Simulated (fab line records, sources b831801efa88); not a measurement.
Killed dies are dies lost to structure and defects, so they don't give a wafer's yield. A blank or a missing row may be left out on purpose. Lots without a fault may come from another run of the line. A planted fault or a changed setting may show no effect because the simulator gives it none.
fab line records | flow gf180mcu
record lots=5 wafers=15 last_day=32
route steps=602 shown V3@433 M4@456
lots that met no fault: from a run of the same line without faults
start_h: hours from the record's first day to the start of the lot's first wafer shown | wait_h: hours since the lot's step before | " the same as in the row above | L1.1+2: a row that stands for several wafers | - no value, or no start given | * or withheld: withheld | < > ~ a bound
route shown NAME@n: a module of which the file shows steps, and the number in the route of the first | usual: mean/standard deviation of fault-free wafers | same: alike in all rows | chamber/n: place in a boat | sites: the reading at each site | _std_site: their standard deviation | _edge_site: outer sites' mean less inner sites' | radius_mm: how far each site lies from the wafer's centre | mask NAME#n: copy n | behind: the tool/chamber that last shaped the wafer | hold: why the lot was held/for how many hours/how that ended | device: the transistor (n, p or np) that didn't switch | end of line: the same wafers' tests at the end of the route | a step without rows: its recipe alone | killed: dies lost to structure and defects at the first sort, not the wafer's yield | map: a wafer's dies, x killed, . not, _ none there
set.NAME: the setting as run; set.NAME@STEP: as run at that earlier step | model.NAME: the simulator's own value behind a step, which no gauge read
lots at some steps of the route; a table a step, a row a wafer
services: from which hour (start_h, from the record's first day; less than 0 if before it) a tool's chamber was out of use, for how many hours, and why
## steps
# step GF_V3_CMP_04
# recipe material=SiO2 down_force_psi=4 platen_rpm=60 pad_velocity_m_s=0.94248
# usual motor_current_A=12.5/1.6 time_to_endpoint_s=77/6.5
# columns lot.wafer tool chamber start_h wait_h motor_current_A time_to_endpoint_s
L076.2 cmp-01 0 512.39 0.1 11.8 80
L076.4 " 1 " " 11.7 76
L076.3 " 2 " " 13.0 71
L077.3 cmp-02 1 517.68 0.0 14.6 81
L077.2 " 3 " " 13.8 74
L077.4 " 0 " " 10.2 76
L082.1 cmp-02 1 560.60 0.2 15.0 80
L082.3 " 2 " " 11.9 75
L082.2 " 3 " " 13.8 80
L087.2 cmp-02 1 601.41 0.1 14.5 85
L087.6 " 0 " " 10.4 85
L087.5 " 1 " " 15.2 82
L089.3 cmp-01 0 615.41 0.0 10.9 77
L089.4 " 2 " " 14.0 89
L089.6 " 0 " " 10.9 84
# step GF_V3_BOW_MEAS_05
# recipe mode=bow
# usual V3_BOW=114/7.4
# columns lot.wafer tool chamber start_h wait_h V3_BOW[um]
L076.2 film_metro-03 - 512.66 0.2 111
L076.3 " - " " 127
L076.4 " - " " 111
L077.2 film_metro-03 - 518.00 0.2 118
L077.3 " - " " 101
L077.4 " - " " 113
L082.1 film_metro-03 - 560.90 0.2 118
L082.2 " - " " 114
L082.3 " - " " 115
L087.2 film_metro-01 - 601.68 0.2 121
L087.5 " - " " 108
L087.6 " - " " 108
L089.3 film_metro-03 - 615.75 0.3 121
L089.4 " - " " 108
L089.6 " - " " 124
# step GF_V3_DEHYDRATE_06
# recipe temp_c=200 time_s=60
# usual chill_plate_temp_C=23.00/0.1 resist_line_temp_C=23.00/0.11
# columns lot.wafer tool chamber start_h wait_h chill_plate_temp_C resist_line_temp_C
L076.2 litho_track-04 0 523.76 11.1 22.95 23.13
L076.3 " 0 " " 22.90 23.13
L076.4 " 0 " " 22.97 23.09
L077.2 litho_track-03 0 528.52 10.5 22.97 22.93
L077.3 " 0 " " 23.03 22.90
L077.4 " 0 " " 23.03 23.00
L082.1 litho_track-03 0 571.39 10.5 22.95 22.87
L082.2 " 0 " " 22.88 22.93
L082.3 " 0 " " 22.97 23.01
L087.2 litho_track-03 0 611.61 9.9 22.94 23.00
L087.5 " 0 " " 22.95 23.07
L087.6 " 0 " " 22.88 23.11
L089.3 litho_track-04 0 625.84 10.1 23.09 23.24
L089.4 " 0 " " 22.96 23.08
L089.6 " 0 " " 22.99 23.05
# step GF_V3_HMDS_07
# recipe prime_time_s=60 prime_temp_c=120
# usual chill_plate_temp_C=22.98/0.11 resist_line_temp_C=22.98/0.096
# columns lot.wafer tool chamber start_h wait_h chill_plate_temp_C resist_line_temp_C
L076.2 litho_track-04 0 523.91 0.1 22.98 22.94
L076.3 " 0 " " 22.81 23.03
L076.4 " 0 " " 22.91 23.04
L077.2 litho_track-03 0 528.67 0.1 23.07 22.96
L077.3 " 0 " " 23.08 22.91
L077.4 " 0 " " 22.90 22.82
L082.1 litho_track-03 0 571.54 0.1 23.01 23.01
L082.2 " 0 " " 23.12 22.91
L082.3 " 0 " " 23.08 23.00
L087.2 litho_track-03 0 611.76 0.1 22.94 22.82
L087.5 " 0 " " 23.15 22.82
L087.6 " 0 " " 23.21 22.74
L089.3 litho_track-04 0 625.99 0.1 23.01 22.94
L089.4 " 0 " " 23.10 22.95
L089.6 " 0 " " 23.12 23.03
# step GF_V3_COAT_08
# recipe resist=BARC temp_c=withheld time_s=withheld spin_rpm=withheld resist_thk_nm=withheld
# usual chill_plate_temp_C=* resist_line_temp_C=*
# columns lot.wafer tool chamber start_h wait_h chill_plate_temp_C resist_line_temp_C
L076.2 litho_track-04 0 524.06 0.1 * *
L076.3 " 0 " " * *
L076.4 " 0 " " * *
L077.2 litho_track-03 0 528.82 0.1 * *
L077.3 " 0 " " * *
L077.4 " 0 " " * *
L082.1 litho_track-03 0 571.69 0.1 * *
L082.2 " 0 " " * *
L082.3 " 0 " " * *
L087.2 litho_track-03 0 611.91 0.1 * *
L087.5 " 0 " " * *
L087.6 " 0 " " * *
L089.3 litho_track-04 0 626.14 0.1 * *
L089.4 " 0 " " * *
L089.6 " 0 " " * *
# step GF_V3_COAT_09
# recipe resist=KrF spin_rpm=withheld resist_thk_nm=1000
# usual chill_plate_temp_C=23.00/0.1 resist_line_temp_C=23.00/0.11
# columns lot.wafer tool chamber start_h wait_h chill_plate_temp_C resist_line_temp_C
L076.2 litho_track-04 0 - - 23.01 23.08
L076.3 " 0 " " 23.02 23.04
L076.4 " 0 " " 22.94 22.96
L077.2 litho_track-03 0 - - 23.04 23.15
L077.3 " 0 " " 22.88 23.07
L077.4 " 0 " " 23.13 23.11
L082.1 litho_track-03 0 - - 23.18 23.03
L082.2 " 0 " " 23.08 23.11
L082.3 " 0 " " 22.96 22.99
L087.2 litho_track-03 0 - - 23.14 23.13
L087.5 " 0 " " 23.03 23.06
L087.6 " 0 " " 23.07 23.04
L089.3 litho_track-04 0 - - 22.99 23.22
L089.4 " 0 " " 23.07 23.03
L089.6 " 0 " " 23.15 23.09
# step GF_V3_SOFTBAKE_10
# recipe temp_c=130.6 time_s=60 resist=KrF
# usual chill_plate_temp_C=22.98/0.094 resist_line_temp_C=23.00/0.096
# columns lot.wafer tool chamber start_h wait_h chill_plate_temp_C resist_line_temp_C
L076.2 litho_track-04 0 - - 22.97 23.05
L076.3 " 0 " " 22.87 23.14
L076.4 " 0 " " 22.90 23.16
L077.2 litho_track-03 0 - - 22.82 22.90
L077.3 " 0 " " 22.99 23.02
L077.4 " 0 " " 23.20 23.08
L082.1 litho_track-03 0 - - 22.82 23.03
L082.2 " 0 " " 23.02 23.08
L082.3 " 0 " " 22.89 22.91
L087.2 litho_track-03 0 - - 22.95 22.95
L087.5 " 0 " " 22.90 23.08
L087.6 " 0 " " 23.00 22.83
L089.3 litho_track-04 0 - - 23.23 22.76
L089.4 " 0 " " 23.02 22.81
L089.6 " 0 " " 23.21 23.03
# step GF_V3_EXPOSE_11
# recipe mask_id=Via3 target_cd_nm=260 na=0.68 source_shape=conventional sigma_outer=0.6 dose_mj=38
# same sigma_outer=0.6
# columns lot.wafer tool chamber start_h wait_h mask
L076.2+3+4 krf_scanner-01 0 - - Via3#0
L077.2+3+4 krf_scanner-01 0 - - Via3#0
L082.1+2+3 krf_scanner-02 0 - - Via3#0
L087.2+5+6 krf_scanner-02 0 - - Via3#0
L089.3+4+6 krf_scanner-01 0 - - Via3#0
# step GF_V3_PEB_12
# recipe peb_temp_c=135 peb_time_s=90 resist=KrF
# usual chill_plate_temp_C=23.01/0.11 resist_line_temp_C=22.98/0.11
# columns lot.wafer tool chamber start_h wait_h chill_plate_temp_C resist_line_temp_C
L076.2 litho_track-04 0 - - 23.05 23.13
L076.3 " 0 " " 23.14 23.01
L076.4 " 0 " " 22.99 22.95
L077.2 litho_track-03 0 - - 23.06 22.97
L077.3 " 0 " " 23.06 22.97
L077.4 " 0 " " 22.98 22.99
L082.1 litho_track-03 0 - - 23.02 22.97
L082.2 " 0 " " 22.85 22.96
L082.3 " 0 " " 23.01 22.97
L087.2 litho_track-03 0 - - 22.90 23.17
L087.5 " 0 " " 22.85 22.96
L087.6 " 0 " " 22.72 23.01
L089.3 litho_track-03 0 - - 22.90 22.98
L089.4 " 0 " " 23.08 22.92
L089.6 " 0 " " 22.90 23.13
# step GF_V3_DEVELOP_13
# recipe develop_time_s=60 resist=KrF dev_temp_c=21
# usual chill_plate_temp_C=23.03/0.11 resist_line_temp_C=23.00/0.11
# columns lot.wafer tool chamber start_h wait_h chill_plate_temp_C resist_line_temp_C
L076.2 litho_track-04 0 535.56 0.2 22.91 22.99
L076.3 " 0 " " 23.08 22.92
L076.4 " 0 " " 23.06 23.01
L077.2 litho_track-03 0 539.77 0.2 22.84 23.06
L077.3 " 0 " " 22.74 22.93
L077.4 " 0 " " 22.86 23.05
L082.1 litho_track-03 0 582.99 0.2 22.85 23.05
L082.2 " 0 " " 23.02 23.07
L082.3 " 0 " " 22.94 22.94
L087.2 litho_track-03 0 622.31 0.2 23.00 23.18
L087.5 " 0 " " 22.89 23.19
L087.6 " 0 " " 22.93 22.99
L089.3 litho_track-03 0 636.44 0.1 23.11 22.81
L089.4 " 0 " " 23.21 22.82
L089.6 " 0 " " 23.10 22.79
# step GF_V3_CD_MEAS_14
# recipe target_cd_nm=260
# usual cd_nm=259.9/1.3
# columns lot.wafer tool chamber start_h wait_h cd_nm
L076.2 cd_sem-02 - 535.71 0.1 261.2
L076.3 " - " " 260.3
L076.4 " - " " 260.0
L077.2 cd_sem-01 - 539.91 0.1 259.4
L077.3 " - " " 257.7
L077.4 " - " " 258.0
L082.1 cd_sem-02 - 583.14 0.1 259.0
L082.2 " - " " 260.1
L082.3 " - " " 259.1
L087.2 cd_sem-01 - 622.46 0.1 259.9
L087.5 " - " " 260.1
L087.6 " - " " 259.3
L089.3 cd_sem-01 - 636.58 0.1 258.6
L089.4 " - " " 258.3
L089.6 " - " " 258.6
# step GF_V3_OVL_MEAS_15
# usual V3_OVL=-3/5.4
# columns lot.wafer tool chamber start_h wait_h V3_OVL[nm]
L076.2 overlay-02 - 535.82 0.1 5
L076.3 " - " " -3
L076.4 " - " " 0
L077.2 overlay-02 - 540.02 0.1 -6
L077.3 " - " " -7
L077.4 " - " " -4
L082.1 overlay-02 - 583.26 0.1 -2
L082.2 " - " " -8
L082.3 " - " " 1
L087.2 overlay-01 - 622.57 0.1 2
L087.5 " - " " 5
L087.6 " - " " 6
L089.3 overlay-01 - 636.67 0.1 -6
L089.4 " - " " -7
L089.6 " - " " -8
# step GF_V3_ETCH_16
# recipe chemistry=N2/H2 target_depth_a=withheld overetch_a=withheld time_s=withheld target=BARC ion_energy_ev=200 source_w=500 bias_w=100 pressure_mtorr=30 n2_flow_sccm=100 h2_flow_sccm=200
# usual drypump_motor_current_A=5.6/0.58 oes_product_au=0.856/0.0049 throttle_valve_pct=13.225/0.0094
# columns lot.wafer tool chamber start_h wait_h drypump_motor_current_A oes_product_au throttle_valve_pct
L076.2 rie_diel-03 0 535.85 0.0 6.3 0.868 13.228
L076.3 " 3 " " 5.2 0.852 13.239
L076.4 " 2 " " 4.7 0.849 13.226
L077.2 rie_diel-04 3 540.05 0.0 5.1 0.859 13.234
L077.3 " 1 " " 6.3 0.854 13.232
L077.4 " 1 " " 6.3 0.858 13.236
L082.1 rie_diel-04 2 583.30 0.0 5.3 0.849 13.203
L082.2 " 0 " " 5.1 0.856 13.241
L082.3 " 1 " " 6.3 0.857 13.226
L087.2 rie_diel-04 1 622.60 0.0 6.3 0.862 13.226
L087.5 " 0 " " 5.1 0.850 13.229
L087.6 " 3 " " 5.2 0.862 13.208
L089.3 rie_diel-01 1 636.70 0.0 5.3 0.850 13.228
L089.4 " 3 " " 6.7 0.856 13.235
L089.6 " 3 " " 6.6 0.857 13.222
# step GF_V3_ETCH_17
# recipe chemistry=C4F8/O2/Ar mask_material=KrF target=SiO2 stop_on=TiN source_w=1500 bias_w=1200 pressure_mtorr=40 c4f8_flow_sccm=withheld O2_flow_sccm=6 Ar_flow_sccm=300 time_s=withheld target_depth_a=6350
# usual oes_product_au=0.856/0.0043
# columns lot.wafer tool chamber start_h wait_h oes_product_au
L076.2 rie_diel-03 0 - - 0.856
L076.3 " 3 " " 0.855
L076.4 " 2 " " 0.851
L077.2 rie_diel-04 3 - - 0.864
L077.3 " 1 " " 0.852
L077.4 " 1 " " 0.855
L082.1 rie_diel-04 2 - - 0.858
L082.2 " 0 " " 0.853
L082.3 " 1 " " 0.853
L087.2 rie_diel-04 1 - - 0.858
L087.5 " 0 " " 0.854
L087.6 " 3 " " 0.854
L089.3 rie_diel-01 1 - - 0.853
L089.4 " 3 " " 0.850
L089.6 " 3 " " 0.863
# step GF_V3_STRIP_18
# recipe chemistry=O2/N2 power_w=1400 pressure_mtorr=1500 platen_temp_c=250 o2_flow_sccm=3000 n2_flow_sccm=300 overash_fraction=0.5
# usual drypump_motor_current_A=5.7/0.43 heater_power_w=363/21 oes_product_au=0.592/0.0057
# columns lot.wafer tool chamber start_h wait_h drypump_motor_current_A heater_power_w oes_product_au rf_hours_counter_h
L076.2 plasma_asher-02 0 535.97 - 5.3 383 0.593 76
L076.3 " 0 " " 5.3 384 0.586 -
L076.4 " 1 " " 5.6 368 0.586 -
L077.2 plasma_asher-04 0 540.18 - 5.3 315 0.587 12
L077.3 " 1 " " 5.8 362 0.591 -
L077.4 " 0 " " 5.3 311 0.599 -
L082.1 plasma_asher-01 0 583.42 - 6.5 391 0.592 92
L082.2 " 1 " " 5.7 350 0.595 92
L082.3 " 1 " " 5.6 365 0.588 -
L087.2 plasma_asher-02 1 622.72 - 5.6 363 0.580 83
L087.5 " 1 " " 5.6 371 0.593 -
L087.6 " 0 " " 5.3 385 0.588 -
L089.3 plasma_asher-04 0 636.86 - 5.3 311 0.589 -
L089.4 " 1 " " 5.9 348 0.589 -
L089.6 " 1 " " 5.8 361 0.597 -
# step GF_V3_STRIP_19
# recipe chemistry=post_etch_residue_remover time_s=1200 temp_c=72.5
# columns lot.wafer tool chamber start_h wait_h
L076.2+3+4 wet_bench-02 2 536.07 0.1
L077.2+3+4 wet_bench-02 3 540.28 0.1
L082.1+2+3 wet_bench-02 0 583.52 0.1
L087.2+5+6 wet_bench-02 2 622.82 0.1
L089.3+4+6 wet_bench-03 3 636.92 0.0
# step GF_V3_CLEAN_20
# recipe chemistry=DIW dry=n2_spin
# columns lot.wafer tool chamber start_h wait_h
L076.2+3+4 wet_bench-03 2 536.42 0.0
L077.2+3+4 wet_bench-04 3 540.62 0.0
L082.1+2+3 wet_bench-03 2 583.87 0.0
L087.2+5+6 wet_bench-04 1 623.17 0.0
L089.3+4+6 wet_bench-02 1 637.30 0.0
# step GF_V3_SPUTTER_21
# recipe material=Ti target_thk_nm=15 chamber_pressure_pa=5 power_w=2500 substrate_temp_c=200 time_s=80.02
# usual throttle_valve_pct=30.2/1.1
# columns lot.wafer tool chamber start_h wait_h throttle_valve_pct
L076.2 pvd_sputter-01 - 536.51 0.0 29.4
L076.3 " - " " 29.5
L076.4 " - " " 30.9
L077.2 pvd_sputter-02 - 540.72 0.0 32.6
L077.3 " - " " 29.5
L077.4 " - " " 29.4
L082.1 pvd_sputter-02 - 583.96 0.0 29.9
L082.2 " - " " 32.6
L082.3 " - " " 29.4
L087.2 pvd_sputter-02 - 623.26 0.0 30.5
L087.5 " - " " 29.7
L087.6 " - " " 30.0
L089.3 pvd_sputter-02 - 637.39 0.0 29.9
L089.4 " - " " 29.3
L089.6 " - " " 29.2
# step GF_V3_SPUTTER_22
# recipe material=TiN target_thk_nm=10 chamber_pressure_pa=5 power_w=4000 time_s=40
# usual throttle_valve_pct=30.2/1.1
# columns lot.wafer tool chamber start_h wait_h throttle_valve_pct
L076.2 pvd_sputter-01 - 536.57 0.0 29.4
L076.3 " - " " 29.5
L076.4 " - " " 30.9
L077.2 pvd_sputter-02 - 540.78 0.0 32.7
L077.3 " - " " 29.5
L077.4 " - " " 29.3
L082.1 pvd_sputter-02 - 584.02 0.0 30.2
L082.2 " - " " 32.4
L082.3 " - " " 29.0
L087.2 pvd_sputter-02 - 623.32 0.0 30.0
L087.5 " - " " 29.6
L087.6 " - " " 30.4
L089.3 pvd_sputter-02 - 637.45 0.0 30.6
L089.4 " - " " 29.4
L089.6 " - " " 29.6
# step GF_V3_CVD_23
# recipe material=W target_thk_nm=350 time_s=104.9 temp_c=400 pressure_torr=40
# usual heater_power_w=818/56
# columns lot.wafer tool chamber start_h wait_h heater_power_w since_wet_clean_h
L076.2 cvd_w-02 0 536.61 0.0 781 133
L076.3 " 0 " " 821 -
L076.4 " 1 " " 755 -
L077.2 cvd_w-01 1 540.82 0.0 896 637
L077.3 " 1 " " 903 -
L077.4 " 0 " " 805 -
L082.1 cvd_w-02 1 584.06 0.0 757 180
L082.2 " 0 " " 816 180
L082.3 " 1 " " 757 -
L087.2 cvd_w-01 1 623.36 0.0 898 719
L087.5 " 1 " " 887 -
L087.6 " 0 " " 789 -
L089.3 cvd_w-01 0 637.53 0.1 800 -
L089.4 " 1 " " 921 -
L089.6 " 0 " " 803 -
# step GF_V3_RS_MEAS_24
# recipe thk_meas_gauge=four-point-probe reads=W_of_V3_CVD_23+TiN_of_V3_SPUTTER_22+Ti_of_V3_SPUTTER_21
# usual V3_W_RS=0.324/0.0046
# columns lot.wafer tool chamber start_h wait_h V3_W_RS[ohm/sq]
L076.2 film_metro-04 - 536.74 0.1 0.326
L076.3 " - " " 0.326
L076.4 " - " " 0.325
L077.2 film_metro-04 - 540.95 0.1 0.327
L077.3 " - " " 0.324
L077.4 " - " " 0.331
L082.1 film_metro-03 - 584.17 0.1 0.320
L082.2 " - " " 0.323
L082.3 " - " " 0.316
L087.2 film_metro-04 - 623.49 0.1 0.324
L087.5 " - " " 0.324
L087.6 " - " " 0.326
L089.3 film_metro-01 - 637.64 0.1 0.327
L089.4 " - " " 0.325
L089.6 " - " " 0.333
# step GF_V3_THK_MEAS_25
# recipe thk_meas_gauge=xrf reads=W_of_V3_CVD_23
# usual V3_W_THK=354/5.7
# columns lot.wafer tool chamber start_h wait_h V3_W_THK[nm]
L076.2 film_metro-04 - 536.85 0.1 349
L076.3 " - " " 348
L076.4 " - " " 352
L077.2 film_metro-04 - 541.06 0.1 346
L077.3 " - " " 352
L077.4 " - " " 344
L082.1 film_metro-03 - 584.29 0.1 360
L082.2 " - " " 354
L082.3 " - " " 361
L087.2 film_metro-04 - 623.60 0.1 356
L087.5 " - " " 357
L087.6 " - " " 352
L089.3 film_metro-01 - 637.74 0.1 351
L089.4 " - " " 352
L089.6 " - " " 343
# step GF_V3_CMP_26
# recipe stop_on=SiO2 down_force_psi=3.5 platen_rpm=60 t_overpolish_s=15 target_thk_nm=0 pad_velocity_m_s=0.94248
# usual motor_current_A=11.4/1.5 overpolish_run_s=15.001/0.0085 time_to_endpoint_s=84/4.8
# same t_overpolish_s=15
# columns lot.wafer tool chamber start_h wait_h motor_current_A overpolish_run_s time_to_endpoint_s
L076.4 cmp-01 1 536.90 0.0 11.5 15.003 82
L076.2 " 3 " " 9.3 15.016 85
L076.3 " 0 " " 10.3 15.003 85
L077.2 cmp-02 3 541.11 0.0 13.0 15.001 92
L077.4 " 0 " " 9.8 15.000 84
L077.3 " 2 " " 10.5 14.993 82
L082.2 cmp-02 2 584.35 0.0 10.7 15.004 77
L082.1 " 3 " " 12.7 14.988 88
L082.3 " 1 " " 14.3 14.993 88
L087.2 cmp-01 3 623.65 0.0 10.0 14.993 85
L087.6 " 3 " " 9.5 15.018 81
L087.5 " 0 " " 10.5 15.004 86
L089.3 cmp-01 1 637.88 0.1 11.0 15.001 82
L089.4 " 2 " " 12.2 14.989 85
L089.6 " 0 " " 10.3 14.997 83
# step GF_M4_SPUTTER_00
# recipe material=Ti target_thk_nm=37.5 arriving_ion_energy_ev=80 substrate_temp_c=200 chamber_pressure_pa=2 power_w=4000 time_s=150
# usual throttle_valve_pct=30.0/0.99
# columns lot.wafer tool chamber start_h wait_h throttle_valve_pct
L076.2 pvd_sputter-02 - 537.20 0.1 30.1
L076.3 " - " " 29.1
L076.4 " - " " 32.7
L077.2 pvd_sputter-03 - 541.41 0.2 30.1
L077.3 " - " " 28.9
L077.4 " - " " 29.5
L082.1 pvd_sputter-02 - 584.65 0.2 30.0
L082.2 " - " " 32.7
L082.3 " - " " 29.4
L087.2 pvd_sputter-02 - 623.95 0.2 32.9
L087.5 " - " " 29.1
L087.6 " - " " 32.6
L089.3 pvd_sputter-01 - 638.08 0.1 29.3
L089.4 " - " " 29.5
L089.6 " - " " 29.7
# step GF_M4_SPUTTER_01
# recipe material=TiN target_thk_nm=30 power_w=6500 time_s=25 chamber_pressure_pa=0.4
# usual throttle_valve_pct=30.0/0.99
# columns lot.wafer tool chamber start_h wait_h throttle_valve_pct
L076.2 pvd_sputter-02 - 537.30 0.1 30.4
L076.3 " - " " 29.4
L076.4 " - " " 32.7
L077.2 pvd_sputter-03 - 541.51 0.1 30.2
L077.3 " - " " 29.0
L077.4 " - " " 29.6
L082.1 pvd_sputter-02 - 584.75 0.1 30.2
L082.2 " - " " 32.8
L082.3 " - " " 29.0
L087.2 pvd_sputter-02 - 624.05 0.1 32.7
L087.5 " - " " 29.3
L087.6 " - " " 32.6
L089.3 pvd_sputter-01 - 638.18 0.1 29.6
L089.4 " - " " 29.5
L089.6 " - " " 29.6
# step GF_M4_SPUTTER_02
# recipe material=AlCu target_thk_nm=450 power_w=10600 time_s=23.9 chamber_pressure_pa=0.4
# usual throttle_valve_pct=30.0/0.98
# columns lot.wafer tool chamber start_h wait_h throttle_valve_pct
L076.2 pvd_sputter-02 - 537.33 0.0 30.3
L076.3 " - " " 29.6
L076.4 " - " " 32.5
L077.2 pvd_sputter-03 - 541.54 0.0 30.1
L077.3 " - " " 29.1
L077.4 " - " " 29.6
L082.1 pvd_sputter-02 - 584.78 0.0 30.4
L082.2 " - " " 32.6
L082.3 " - " " 29.6
L087.2 pvd_sputter-02 - 624.08 0.0 32.7
L087.5 " - " " 29.5
L087.6 " - " " 32.8
L089.3 pvd_sputter-01 - 638.21 0.0 29.6
L089.4 " - " " 29.6
L089.6 " - " " 29.6
# step GF_M4_SPUTTER_03
# recipe material=Ti target_thk_nm=10 substrate_temp_c=300 chamber_pressure_pa=0.3 power_w=3000 time_s=6.7
# usual throttle_valve_pct=30.0/0.98
# columns lot.wafer tool chamber start_h wait_h throttle_valve_pct
L076.2 pvd_sputter-02 - 537.36 0.0 30.3
L076.3 " - " " 29.5
L076.4 " - " " 32.7
L077.2 pvd_sputter-03 - 541.57 0.0 30.0
L077.3 " - " " 29.2
L077.4 " - " " 29.3
L082.1 pvd_sputter-02 - 584.81 0.0 30.3
L082.2 " - " " 32.6
L082.3 " - " " 29.5
L087.2 pvd_sputter-02 - 624.11 0.0 32.4
L087.5 " - " " 29.4
L087.6 " - " " 32.3
L089.3 pvd_sputter-01 - 638.24 0.0 29.5
L089.4 " - " " 29.3
L089.6 " - " " 29.6
# step GF_M4_SPUTTER_04
# recipe material=TiN target_thk_nm=50 power_w=6500 time_s=40.31 chamber_pressure_pa=0.4
# usual throttle_valve_pct=30.0/1
# columns lot.wafer tool chamber start_h wait_h throttle_valve_pct
L076.2 pvd_sputter-02 - 537.38 0.0 30.2
L076.3 " - " " 29.2
L076.4 " - " " 32.6
L077.2 pvd_sputter-03 - 541.59 0.0 30.3
L077.3 " - " " 28.9
L077.4 " - " " 29.6
L082.1 pvd_sputter-02 - 584.83 0.0 30.1
L082.2 " - " " 32.8
L082.3 " - " " 29.3
L087.2 pvd_sputter-02 - 624.13 0.0 32.7
L087.5 " - " " 29.0
L087.6 " - " " 32.5
L089.3 pvd_sputter-01 - 638.26 0.0 29.2
L089.4 " - " " 29.2
L089.6 " - " " 29.9
# step GF_M4_RS_MEAS_05
# recipe thk_meas_gauge=four-point-probe reads=TiN_of_M4_SPUTTER_04+Ti_of_M4_SPUTTER_03+AlCu_of_M4_SPUTTER_02+TiN_of_M4_SPUTTER_01+Ti_of_M4_SPUTTER_00
# usual M4_ALCU_RS=0.0694/0.00073
# columns lot.wafer tool chamber start_h wait_h M4_ALCU_RS[ohm/sq]
L076.2 film_metro-02 - 537.44 0.0 0.0700
L076.3 " - " " 0.0695
L076.4 " - " " 0.0699
L077.2 film_metro-03 - 541.65 0.0 0.0690
L077.3 " - " " 0.0691
L077.4 " - " " 0.0680
L082.1 film_metro-03 - 584.87 0.0 0.0699
L082.2 " - " " 0.0701
L082.3 " - " " 0.0690
L087.2 film_metro-03 - 624.19 0.0 0.0698
L087.5 " - " " 0.0684
L087.6 " - " " 0.0702
L089.3 film_metro-03 - 638.34 0.1 0.0693
L089.4 " - " " 0.0678
L089.6 " - " " 0.0696
# step GF_M4_THK_MEAS_06
# recipe thk_meas_gauge=xrf reads=AlCu_of_M4_SPUTTER_02
# usual M4_ALCU_THK=457/4.7
# columns lot.wafer tool chamber start_h wait_h M4_ALCU_THK[nm]
L076.2 film_metro-02 - 537.55 0.1 455
L076.3 " - " " 458
L076.4 " - " " 453
L077.2 film_metro-03 - 541.76 0.1 462
L077.3 " - " " 459
L077.4 " - " " 463
L082.1 film_metro-03 - 584.99 0.1 451
L082.2 " - " " 449
L082.3 " - " " 459
L087.2 film_metro-03 - 624.30 0.1 449
L087.5 " - " " 460
L087.6 " - " " 449
L089.3 film_metro-03 - 638.44 0.1 454
L089.4 " - " " 463
L089.6 " - " " 454
# step GF_M4_DEHYDRATE_07
# recipe temp_c=200 time_s=60
# usual chill_plate_temp_C=23.02/0.12 resist_line_temp_C=23.01/0.099
# columns lot.wafer tool chamber start_h wait_h chill_plate_temp_C resist_line_temp_C
L076.2 litho_track-04 0 548.21 10.7 22.79 23.04
L076.3 " 0 " " 23.00 22.98
L076.4 " 0 " " 22.84 23.14
L077.2 litho_track-02 0 552.17 10.4 23.13 22.99
L077.3 " 0 " " 23.03 22.99
L077.4 " 0 " " 23.02 22.95
L082.1 litho_track-03 0 594.84 9.8 23.17 23.24
L082.2 " 0 " " 23.16 22.99
L082.3 " 0 " " 23.04 22.93
L087.2 litho_track-02 0 634.22 9.9 23.00 23.16
L087.5 " 0 " " 23.13 22.91
L087.6 " 0 " " 23.23 23.04
L089.3 litho_track-03 0 647.54 9.1 22.78 23.01
L089.4 " 0 " " 22.95 22.98
L089.6 " 0 " " 22.83 22.95
# step GF_M4_HMDS_08
# recipe prime_time_s=60 prime_temp_c=120
# usual chill_plate_temp_C=23.00/0.11 resist_line_temp_C=22.99/0.11
# columns lot.wafer tool chamber start_h wait_h chill_plate_temp_C resist_line_temp_C
L076.2 litho_track-04 0 548.36 0.1 23.11 22.98
L076.3 " 0 " " 23.05 22.91
L076.4 " 0 " " 23.20 23.06
L077.2 litho_track-02 0 552.32 0.1 23.00 22.97
L077.3 " 0 " " 22.93 22.96
L077.4 " 0 " " 22.89 22.95
L082.1 litho_track-03 0 594.99 0.1 23.06 23.11
L082.2 " 0 " " 23.09 23.06
L082.3 " 0 " " 23.07 23.08
L087.2 litho_track-02 0 634.37 0.1 22.88 23.15
L087.5 " 0 " " 23.07 23.04
L087.6 " 0 " " 23.09 22.85
L089.3 litho_track-03 0 647.69 0.1 23.06 23.14
L089.4 " 0 " " 23.15 23.14
L089.6 " 0 " " 23.09 22.96
# step GF_M4_COAT_09
# recipe resist=KrF spin_rpm=withheld resist_thk_nm=1000
# usual chill_plate_temp_C=22.99/0.11 resist_line_temp_C=23.00/0.1
# columns lot.wafer tool chamber start_h wait_h chill_plate_temp_C resist_line_temp_C
L076.2 litho_track-04 0 548.51 0.1 23.11 22.97
L076.3 " 0 " " 23.15 23.21
L076.4 " 0 " " 23.11 23.11
L077.2 litho_track-02 0 552.47 0.1 23.22 22.91
L077.3 " 0 " " 23.23 22.86
L077.4 " 0 " " 22.98 22.80
L082.1 litho_track-03 0 595.14 0.1 22.79 22.97
L082.2 " 0 " " 22.91 23.07
L082.3 " 0 " " 22.83 23.03
L087.2 litho_track-02 0 634.52 0.1 23.03 22.96
L087.5 " 0 " " 23.04 23.13
L087.6 " 0 " " 22.77 23.08
L089.3 litho_track-03 0 647.84 0.1 23.03 22.94
L089.4 " 0 " " 23.03 22.94
L089.6 " 0 " " 22.98 23.07
## services
# columns tool chamber start_h hours kind
rie_diel-04 2 500.94 62.1 repair
cmp-01 - 502.91 4.5 repair
rie_diel-04 0 507.89 3.3 repair
rie_diel-04 1 510.59 14.2 repair
cmp-01 - 525.64 3.5 repair
pvd_sputter-02 - 528.37 8.7 repair
cmp-01 - 529.94 1.2 repair
cmp-01 - 538.97 9.6 repair
krf_scanner-01 - 539.37 0.8 pm
pvd_sputter-03 - 541.97 1.4 repair
cmp-02 - 549.13 0.2 repair
cmp-01 - 551.40 1.7 repair
krf_scanner-01 - 553.83 1.0 pm
cmp-01 - 559.81 1.0 repair
pvd_sputter-03 - 560.40 1.4 repair
krf_scanner-01 - 566.22 1.3 pm
cmp-01 - 568.30 0.8 repair
pvd_sputter-02 - 568.85 2.3 repair
cmp-02 - 572.00 4.0 pm
rie_diel-04 3 576.60 38.2 repair
cmp-01 - 583.96 3.7 repair
rie_diel-04 1 603.61 5.2 repair
rie_diel-04 2 613.78 9.9 repair
cmp-02 - 633.98 0.8 repair
## key
fault none
